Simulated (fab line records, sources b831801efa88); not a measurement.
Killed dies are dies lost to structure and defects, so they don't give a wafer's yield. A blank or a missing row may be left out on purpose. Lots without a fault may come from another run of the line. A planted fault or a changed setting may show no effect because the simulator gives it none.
Problem report in the 8D (eight disciplines) form, filled by code | flow sky130 | the parts of the form that need people (team, actions taken, sign-off) are left out

1. THE PROBLEM
dose_ions_cm2 at SKY_GATE_OXIDE_IMPLANT_11 reads a mean of 2.4971e+12 on 6 wafers of 2 lots; wafers without a fault read 2.5999e+12 with a standard deviation of 2.8e+09. That is -37 standard deviations from the usual mean.
First seen on wafer L455.3, day 19 03:55, on implanter-02. The record holds 18 wafers of 6 lots with a number at this step. Rule for "out", or "out of limits": more than 4 standard deviations from the usual mean. The other wafers with a number count as sound.

2. WHAT IT IS AND WHAT IT IS NOT
question                    | is                     | is not
which readings at this step | dose_ions_cm2          | -
which lots                  | L455, L456             | L448, L454, L463, L464
which wafers of those lots  | all that have a number | -
read on which tools         | implanter-02           | implanter-03, implanter-04
when                        | from day 19 03:55      | up to then (6 sound wafers); but 6 sound wafers of L463, L464 came after

3. SUSPECTS, AND WHAT RULES EACH OUT
Counting: a tool at a process step up to the reading stays a suspect if it ran every lot that is out and no sound lot after the first of them.
- implanter-02 at SKY_GATE_OXIDE_IMPLANT_11: kept. It ran every lot that is out, first L455 (day 19 03:55), and no sound lot after that; its last sound lot up to then is L448 (day 16 04:39). Its own readings are out on those wafers: dose_ions_cm2.
Left after counting: implanter-02 at SKY_GATE_OXIDE_IMPLANT_11.

4. THE CAUSE (what the simulator had put in)
Process parameter drift: implanter-02, from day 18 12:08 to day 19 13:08, at SKY_GATE_OXIDE_IMPLANT_11. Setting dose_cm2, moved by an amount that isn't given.
Counting left only this tool.

5. THE CHAIN OF EFFECTS, in route order
Each row: a reading whose mean over the struck wafers that have a number lies more than 3 standard deviations from the usual. Only readings for which the record gives a usual standard deviation are gone through. hours: the time from each lot's start at the first step in this table that gives one to its start at this step, as a median over the lots. sigmas: the change in usual standard deviations.
hours | step                      | reading       | usual      | on struck wafers | change      | sigmas
0     | SKY_GATE_OXIDE_IMPLANT_11 | dose_ions_cm2 | 2.5999e+12 | 2.4971e+12       | -1.0277e+11 | -37
The process steps in it:
- SKY_GATE_OXIDE_IMPLANT_11

6. WHAT WOULD HAVE CAUGHT IT SOONER
In this record the first reading out of limits was taken at day 19 03:55, 16 hours after the fault began at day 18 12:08.
